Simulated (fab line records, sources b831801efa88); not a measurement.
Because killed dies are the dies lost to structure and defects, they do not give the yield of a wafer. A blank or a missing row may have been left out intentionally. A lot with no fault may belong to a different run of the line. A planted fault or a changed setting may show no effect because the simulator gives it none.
A lot that was struck, set against a sound lot	flow sfq line	14 out of 325 route steps
Sound: these wafers, L861.2, L861.3, L861.6. The struck wafers were L871.3, L871.4, L871.6. The cause is named last.
Per side, at each step with rows, come the tool, then ch with its chambers, and then its first start. Under that, the readings that differ: sound wafers	struck wafers	difference of the means	sigmas: that difference in standard deviations of wafers without a fault.
alike: readings with means less than 2 such deviations apart, plus words and numbers identical on both sides. not compared: withheld readings, readings lacking a value on some wafer, bounds such as >300 that could conceal the same value, and numbers that have no deviation in the record and whose values overlap.
The two part at a step that has a row with sigmas, a row that says differs or no value, or rows on one side only. When numbers do not overlap yet have no deviation, they are printed without sigmas and do not part them. A reading that every wafer of one side lacks parts them only if that side has two wafers or more.

first, 1 step without rows for these wafers: SFQ_TRILAYER_R5_LITHO_DEVELOP_138 (time 60 s).
SFQ_R5_OVL_MEAS_935:
  sound on overlay-01, day 59 23:51; struck on overlay-01, day 69 22:34
reading	sound	struck	difference	sigmas
R5_OVL (nm)	-9 -3 -7	9 2 5	+12	+2
SFQ_TRILAYER_R5_BARC_OPEN_METAL_ETCH_177: etches BARC in O2, target depth 125 nm, time 41.7 s.
  sound on rie metal-02 ch 0,1, day 59 23:53; struck on rie metal-01 ch 0,1, day 69 22:37
  alike: drypump motor current A, oes product au
  not compared: rf hours counter h
SFQ_TRILAYER_R5_ETCH_METAL_ETCH_139: etches the open film in Cl2, stops on SiO2, target depth 60 nm, time 40 s.
  sound on rie metal-02 ch 0,1, day 59 23:56; struck on rie metal-01 ch 0,1, day 69 22:41
  alike: drypump motor current A, oes product au
  not compared: rf hours counter h
SFQ_TRILAYER_R5_STRIP_STRIP_140: strips in O2.
  sound on rie metal-02 ch 0,1, day 60 00:00; struck on rie metal-01 ch 0,1, day 69 22:55
  alike: drypump motor current A, oes product au
  not compared: rf hours counter h
then, 1 step without rows for these wafers: SFQ_TRILAYER_R5_STRIP_SOLV_CLEAN_141 (cleans in NMP, time 600 s).
SFQ_TRILAYER_A5C_DEP_PECVD_142: deposits SiO2 from SiH4/N2O, time 15.556 s, target thk 70 nm.
  sound on pecvd-01 ch 0,1,2, day 60 00:47; struck on pecvd-01 ch 0,1, day 69 23:31
  alike: heater power w, throttle valve pct
then, 5 steps without rows for these wafers: SFQ_TRILAYER_I5_LITHO_COAT_149 (resist thk 62 nm); SFQ_TRILAYER_I5_LITHO_COAT_144 (resist thk 650 nm); SFQ_TRILAYER_I5_LITHO_SOFTBAKE_148; SFQ_TRILAYER_I5_LITHO_EXPOSE_145 (exposes mask I5, target cd 700 nm); SFQ_TRILAYER_I5_LITHO_PEB_147 (peb time 60 s).
-- the record jumps here: 5 days lie between the struck wafers' starts before and after --
SFQ_TRILAYER_I5_LITHO_DEVELOP_146: time 60 s.
  sound on litho track-03 ch 0, day 62 01:01; struck on litho track-01, day 75 02:51
  no value came back on the struck wafers for chill plate temp C (C), exhaust pa (Pa); on the sound wafers chill plate temp C (C) reads 23.14 23.13 23.19
reading	sound	struck	difference	sigmas
model.KrF_of_TRILAYER_I5_LITHO_COAT_144.thk nm (nm)	625.8 622.9 622.6	651.5 648.2 650.1	+26.2	
SFQ_I5_OVL_MEAS_936:
  sound on overlay-01, day 62 01:09; struck on overlay-01, day 75 02:58
reading	sound	struck	difference	sigmas
I5_OVL (nm)	-3 -5 -13	- - -	no value on the struck wafers	

== WHERE THEY PART ==
Last at SFQ_I5_OVL_MEAS_936 as far as this record goes, first at SFQ_R5_OVL_MEAS_935.

WHY: the cause the simulator had injected
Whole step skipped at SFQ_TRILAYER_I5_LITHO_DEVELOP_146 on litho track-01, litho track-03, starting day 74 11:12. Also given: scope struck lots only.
